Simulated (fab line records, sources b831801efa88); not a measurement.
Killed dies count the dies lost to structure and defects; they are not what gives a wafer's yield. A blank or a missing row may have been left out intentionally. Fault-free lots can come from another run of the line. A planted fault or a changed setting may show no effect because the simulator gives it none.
Check for tools in common    flow gf180mcu    Sampled: 12 lots, 36 wafers

## WHY THIS WAS OPENED
2 of 12 lots carry a flag on the reading NSD_RS at GF_PSD_RS_MEAS_14. Fault-free wafers read 46.10 ohm/sq, with a standard deviation of 0.095.
Rule: a lot gets a flag if all its wafers with a number sit over 4 standard deviations from that mean, or if no wafer of it has a number. The rest of the lots are taken to be sound.

lot   measured      on             NSD_RS (ohm/sq), wafer by wafer  flag
L355  day 14 17:55  film metro-01  45.93 46.01 46.05                
L357  day 15 17:16  film metro-02  46.14 46.24 46.20                
L358  day 15 23:33  film metro-01  46.25 46.14 46.27                
L360  day 16 13:10  film metro-01  46.01 46.12 46.11                
L361  day 16 19:55  film metro-01  45.98 46.07 46.04                
L362  day 17 11:24  film metro-02  44.92 44.83 44.92                FLAGGED
L365  day 18 12:08  film metro-03  44.67 44.61 44.64                FLAGGED
L370  day 20 09:52  film metro-01  46.04 46.07 46.08                
L372  day 21 00:16  film metro-01  46.07 45.97 46.14                
L373  day 21 06:49  film metro-02  46.12 46.16 46.11                
L375  day 21 22:26  film metro-02  46.13 46.10 46.31                
L376  day 22 07:07  film metro-02  46.12 46.11 46.12                
Average over the flagged lots: 44.77 ohm/sq; offset from the usual -1.34 ohm/sq, equal to -14 standard deviations.

## WHICH TOOL RAN EACH LOT
Before the reading, the record contains 2 process steps out of a 602-step route. In each cell: the tool, then ch and the chambers that the sampled wafers went through, then the start.
lot   flag     GF_NSD_IMPLANT_09                GF_NSD_STRIP_11
L355           implanter-01 ch 0, day 13 20:26  plasma asher-04 ch 0,1, day 13 20:44
L357           implanter-03 ch 0, day 14 19:09  plasma asher-03 ch 0, day 14 19:26
L358           implanter-01 ch 0, day 15 01:10  plasma asher-01 ch 1, day 15 01:26
L360           implanter-03 ch 0, day 15 14:40  plasma asher-04 ch 0,1, day 15 14:56
L361           implanter-01 ch 0, day 15 20:39  plasma asher-03 ch 0,1, day 15 20:56
L362  FLAGGED  implanter-01 ch 0, day 16 12:30  plasma asher-01 ch 0,1, day 16 12:48
L365  FLAGGED  implanter-01 ch 0, day 17 12:43  plasma asher-03 ch 0,1, day 17 13:00
L370           implanter-02 ch 0, day 19 09:39  plasma asher-03 ch 0,1, day 19 09:55
L372           implanter-03 ch 0, day 19 23:22  plasma asher-04 ch 0,1, day 19 23:40
L373           implanter-03 ch 0, day 20 05:52  plasma asher-04 ch 0,1, day 20 06:10
L375           implanter-01 ch 0, day 20 21:22  plasma asher-03 ch 0,1, day 20 21:38
L376           implanter-03 ch 0, day 21 05:58  plasma asher-03 ch 0,1, day 21 06:13
What is done by these steps:
- GF_NSD_IMPLANT_09
- GF_NSD_STRIP_11: strips in O2/N2.
- GF_PSD_RS_MEAS_14: measures by four-point-probe.

## FLAGGED AGAINST TOTAL, ONE TOOL AT A TIME (gauges that did the reading follow at the end)
step               tool             lots run  flagged  share of the flagged lots  sound lots run after its first flagged lot
GF_NSD_IMPLANT_09  implanter-01     6         2        all                        1 (L375)
GF_NSD_IMPLANT_09  implanter-02     1         0        none                       -
GF_NSD_IMPLANT_09  implanter-03     5         0        none                       -
GF_NSD_STRIP_11    plasma asher-01  2         1        some                       0
GF_NSD_STRIP_11    plasma asher-03  6         1        some                       3 (L370,L375,L376)
GF_NSD_STRIP_11    plasma asher-04  4         0        none                       -
GF_PSD_RS_MEAS_14  film metro-01    6         0        none                       -
GF_PSD_RS_MEAS_14  film metro-02    5         1        some                       3 (L373,L375,L376)
GF_PSD_RS_MEAS_14  film metro-03    1         1        some                       0

## WHAT THE TABLE ALLOWS
All flagged lots share 1 row of the table, namely implanter-01 at GF_NSD_IMPLANT_09.
- implanter-01 at GF_NSD_IMPLANT_09: 2 of its 6 lots flagged. After the first flagged lot (L375), sound lots still ran on it; a lasting fault on the whole tool would not permit that. Its own readings (beam energy keV) fall more than 4 standard deviations out on all wafers of the flagged lots.
Every row of the table either missed a flagged lot or ran a sound lot after the first.

## WHAT WAS PUT IN BY THE SIMULATOR
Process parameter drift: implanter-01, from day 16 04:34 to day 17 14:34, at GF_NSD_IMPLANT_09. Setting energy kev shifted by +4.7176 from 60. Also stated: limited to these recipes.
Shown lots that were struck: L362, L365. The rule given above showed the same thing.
